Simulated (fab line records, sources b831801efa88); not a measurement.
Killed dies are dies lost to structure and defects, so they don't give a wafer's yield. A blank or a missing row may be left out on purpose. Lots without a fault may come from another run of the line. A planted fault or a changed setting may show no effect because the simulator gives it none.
Problem report in the 8D (eight disciplines) form, filled by code | flow gf180mcu | the parts of the form that need people (team, actions taken, sign-off) are left out

1. THE PROBLEM
CONTACT_W_RS at GF_CONTACT_RS_MEAS_25 reads a mean of 0.696 ohm/sq on 6 wafers of 2 lots; wafers without a fault read 0.383 ohm/sq with a standard deviation of 0.0044. That is +71 standard deviations from the usual mean.
The step: measures by four-point-probe.
First seen on wafer L467.2, day 17 12:02, on film_metro-03. The record holds 33 wafers of 11 lots with a number at this step. Rule for "out", or "out of limits": more than 4 standard deviations from the usual mean. The other wafers with a number count as sound.

2. WHAT IT IS AND WHAT IT IS NOT
question                    | is                           | is not
which readings at this step | CONTACT_W_RS                 | -
which lots                  | L467, L468                   | L464, L477, L478, L479, L480, L481, L482, L483, L485
which wafers of those lots  | all that have a number       | -
read on which gauges        | film_metro-02, film_metro-03 | film_metro-04
when                        | from day 17 12:02            | up to then (3 sound wafers); but 24 sound wafers of L477, L478, L479, L480, L481, L482, L483, L485 came after

3. SUSPECTS, AND WHAT RULES EACH OUT
Counting: a tool at a process step up to the reading stays a suspect if it ran every lot that is out and no sound lot after the first of them.
- the gauge at GF_CONTACT_RS_MEAS_25: ruled out. The wafers that are out were read on 2 gauges (film_metro-02, film_metro-03).
- cvd_w-01 at GF_CONTACT_CVD_24 (deposits W, target thk 300 nm, time 90.339 s): ruled out as a lasting fault. Sound lots L477, L478, L479, L480, L481 ran on it after its first lot that is out, L467 (day 17 11:55).
Left after counting: nothing in the record.

4. THE CAUSE (what the simulator had put in)
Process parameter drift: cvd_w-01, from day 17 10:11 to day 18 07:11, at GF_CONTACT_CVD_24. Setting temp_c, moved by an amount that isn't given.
Counting ruled it out, wrongly: the rule takes a fault to strike every lot that its tool runs from its start on, and this one did not.

5. THE CHAIN OF EFFECTS, in route order
Each row: a reading whose mean over the struck wafers that have a number lies more than 3 standard deviations from the usual. Only readings for which the record gives a usual standard deviation are gone through. hours: the time from each lot's start at the first step in this table that gives one to its start at this step, as a median over the lots. sigmas: the change in usual standard deviations.
hours | step                   | reading              | usual        | on struck wafers | change | sigmas
0     | GF_CONTACT_CVD_24      | heater_power_outer_w | 530 W        | 432              | -98    | -3.9
0     | GF_CONTACT_CVD_24      | heater_power_w       | 857 W        | 710              | -147   | -4.2
0     | GF_CONTACT_CVD_24      | susceptor_temp_C     | 399.98 C     | 369.55           | -30.43 | -99 or more
0     | GF_CONTACT_RS_MEAS_25  | CONTACT_W_RS         | 0.383 ohm/sq | 0.696            | +0.313 | +71
0     | GF_CONTACT_THK_MEAS_26 | CONTACT_W_THK        | 298 nm       | 166              | -132   | -34
0     | GF_CONTACT_CMP_27      | time_to_endpoint_s   | 75 s         | 40               | -35    | -10
The process steps in it:
- GF_CONTACT_CVD_24: deposits W, target thk 300 nm, time 90.339 s.
- GF_CONTACT_CMP_27: polishes, stops on SiO2, t overpolish 15 s, target thk 0 nm.

6. WHAT WOULD HAVE CAUGHT IT SOONER
In this record the first reading out of limits at a measuring or inspecting step was taken at day 17 12:02, 2 hours after the fault began at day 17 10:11.
The tool's own readings at GF_CONTACT_CVD_24 were out on every struck wafer that the step has a row for (susceptor_temp_C): an alarm limit on them would have fired on the first of those.
